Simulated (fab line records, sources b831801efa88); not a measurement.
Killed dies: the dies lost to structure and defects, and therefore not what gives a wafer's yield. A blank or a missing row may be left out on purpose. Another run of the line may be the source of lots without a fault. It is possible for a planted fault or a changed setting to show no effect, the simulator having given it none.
Struck lot and sound lot, side by side ; flow gf180mcu ; 17 out of 602 route steps
Sound: these wafers, L478.1, L478.3, L478.5. Struck: wafers L481.2, L481.6 (left out: L481.5, a lot-mate that was not struck); the cause follows at the end.
At each step with rows: each side's tool, then ch and its chambers, then its first start. Under that, the readings that differ: sound wafers ; struck wafers ; difference of the means ; sigmas: that difference in standard deviations of wafers without a fault.
alike: readings whose means differ by less than 2 such deviations, and words and numbers that are the same on both sides. not compared: withheld readings, readings that some wafer has no value for, bounds like >300 that may hide the same value, and numbers for which the record gives no deviation and whose values overlap.
The two part at a step that has a row with sigmas, a row that says differs or no value, or rows on one side only. Non-overlapping numbers with no deviation appear without sigmas and do not part them. A reading that every wafer of one side lacks parts them only if that side has two wafers or more.

first, 3 steps without rows for these wafers: GF_V4_EXPOSE_11 (exposes mask Via4, target cd 260 nm); GF_V4_PEB_12 (peb time 90 s); GF_V4_DEVELOP_13 (develop time 60 s).
GF_V4_CD_MEAS_14: target cd 260 nm.
  sound: cdSem-02 at day 29 09:35; struck: cdSem-02 at day 29 23:21
  alike: cdNm
GF_V4_OVL_MEAS_15:
  sound: overlay-01 at day 29 09:42; struck: overlay-02 at day 29 23:27
  alike: V4_OVL
GF_V4_ETCH_16: etches BARC in N2/H2.
  sound on rieDiel-03 ch 0,1,3, day 29 09:44; struck on rieDiel-04 ch 1,2, day 29 23:29
  alike: biasW, drypumpMotorCurrentA, oesProductAu, rfFwdPowerW, throttleValvePct
GF_V4_ETCH_17: etches SiO2 in C4F8/O2/Ar, stops on TiN, target depth 630 nm.
  sound on rieDiel-03 ch 0,1,3; struck on rieDiel-04 ch 1,2
  alike: biasW, oesProductAu, rfFwdPowerW
GF_V4_STRIP_18: strips in O2/N2.
  sound on plasmaAsher-01 ch 0,1, day 29 09:52; struck on plasmaAsher-02 ch 0, day 29 23:37
  alike: drypumpMotorCurrentA, heaterPowerW, oesProductAu
  not compared: rfHoursCounterH
then, 2 steps without rows for these wafers: GF_V4_STRIP_19 (strips in post etch residue remover, time 1200 s); GF_V4_CLEAN_20 (cleans in DIW).
GF_V4_SPUTTER_21: material Ti, target thk 15 nm, time 80.02 s.
  sound: pvdSputter-03 at day 29 10:26; struck: pvdSputter-04 at day 30 00:08
  alike: throttleValvePct
then, 1 step without rows for these wafers: GF_V4_SPUTTER_22 (material TiN, target thk 10 nm, time 40 s).
GF_V4_CVD_23: deposits W, target thk 350 nm, time 104.9 s.
  sound on cvdW-02 ch 0,1, day 29 10:32; struck on cvdW-01 ch 1, day 30 00:14
reading;sound;struck;difference;sigmas
chamberPressureTorr (Torr);39.91 39.94 40.08;44.21 44.10;+4.18;+59
model.W_of_V4_CVD_23.thkNm (nm);352.4 362.9 361.1;369.4 365.6;+8.7;
  alike: heaterPowerW
GF_V4_RS_MEAS_24: a four-point-probe measurement.
  sound: filmMetro-01 at day 29 10:38; struck: filmMetro-01 at day 30 00:23
  alike: V4_W_RS
GF_V4_THK_MEAS_25: measures by xrf.
  sound: filmMetro-01 at day 29 10:46; struck: filmMetro-01 at day 30 00:29
reading;sound;struck;difference;sigmas
V4_W_THK (nm);352 362 359;371 369;+12;+2
GF_V4_CMP_26: polishes, stops on SiO2, t overpolish 15 s, target thk 0 nm.
  sound on cmp-01 ch 0,3, day 29 10:52; struck on cmp-02 ch 1,3, day 30 00:40
  alike: motorCurrentA
after that, 1 step had no rows for these wafers: GF_PASSIVATION_PROBE_99.

## WHERE THEY PART
At GF_V4_CVD_23 first; at GF_V4_THK_MEAS_25 last (within this record only). Later steps at which nothing parts them and some readings are alike: GF_V4_CMP_26.

WHY: the cause the simulator had injected
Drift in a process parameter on cvdW-01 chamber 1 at GF_V4_CVD_23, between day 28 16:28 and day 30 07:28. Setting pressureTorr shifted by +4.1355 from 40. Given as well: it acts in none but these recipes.
